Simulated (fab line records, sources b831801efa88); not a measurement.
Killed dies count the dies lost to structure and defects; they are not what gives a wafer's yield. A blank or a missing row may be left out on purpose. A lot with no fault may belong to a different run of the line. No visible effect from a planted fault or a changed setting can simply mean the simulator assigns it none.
One fault through the eyes of 2 desks	flow sky130	numbers are kept per desk, each desk with only its own; the story behind them comes last

METROLOGY DESK
What the gauges read for every lot (on any tool): the sampled wafers with a number, averaged. Marked OUT: a lot whose mean sits more than 4 standard deviations from the usual mean, which makes it out of limits; the brackets give that distance.
Columns: A = POLY_GATE_CVD_03_THK at SKY_POLY_GATE_THK_MEAS_04, usual 75.5 nm; B = POLY_CUT_OVL at SKY_POLY_CUT_OVL_MEAS_09, usual 1 nm
lot	first seen here	A	B
L827	day 15 04:00	75.5	-5
L829	day 16 05:59	75.3	-3
L832	day 17 07:32	75.4	-1
L833	day 17 17:56	75.9	17
L834	day 18 04:39	77.1	1
L836	day 18 18:28	76.7	4
L837	day 19 02:52	76.3	-5
L839	day 19 18:11	74.3	2
L840	day 20 03:04	75.7	4
L843	day 21 01:52	75.9	-2
L844	day 21 13:46	74.9	5
L845	day 22 01:52	75.7	-4
This desk's finding: nothing out of limits on any of the 12 lots.

FOR THE TOOL OWNER'S DESK: lithoTrack-04
Per lot that ran on this tool, the mean of the sampled wafers carrying a number, from the tool's own readings at SKY_LDD_LDN_SOFTBAKE_03 (time 60 s). Marked OUT: a lot whose mean sits more than 4 standard deviations from the usual mean, which makes it out of limits; the brackets give that distance.
Columns: A = heaterPowerTotalW at SKY_LDD_LDN_SOFTBAKE_03, usual 56.60 W; B = plateTempC at SKY_LDD_LDN_SOFTBAKE_03, usual 90.01 C
lot	first seen here	A	B
L833	day 24 20:57	56.59	90.20
L836	day 25 21:51	56.57	89.96
L837	day 26 06:57	56.63	90.13
L839	day 26 20:45	56.56	90.04
L840	day 27 04:05	56.64	90.03
L843	day 28 03:42	60.67 (+99 or more) OUT	94.41 (+37) OUT
L844	day 28 12:35	60.61 (+98) OUT	94.28 (+36) OUT
This desk's finding: out of limits on L843, L844; first on L843, day 28 03:42 (heaterPowerTotalW at SKY_LDD_LDN_SOFTBAKE_03). Within limits: L833, L836, L837, L839, L840.

BROUGHT TOGETHER
At day 28 03:42, on L843, L844, the tool owner's desk was in a position to raise an alarm.
Nothing out of limits was seen by the metrology desk.
The metrology desk holds a record of L843, L844, inside its limits.
On lithoTrack-04, each named lot ran SKY_LDD_LDN_SOFTBAKE_03.

WHAT THE SIMULATOR HAD INSERTED
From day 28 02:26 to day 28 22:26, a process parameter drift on lithoTrack-04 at SKY_LDD_LDN_SOFTBAKE_03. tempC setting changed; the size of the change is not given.
Struck lots among those shown: L843, L844.
Delay in hours, fault start to first out-of-limits reading, by desk: the tool owner's desk at 1.
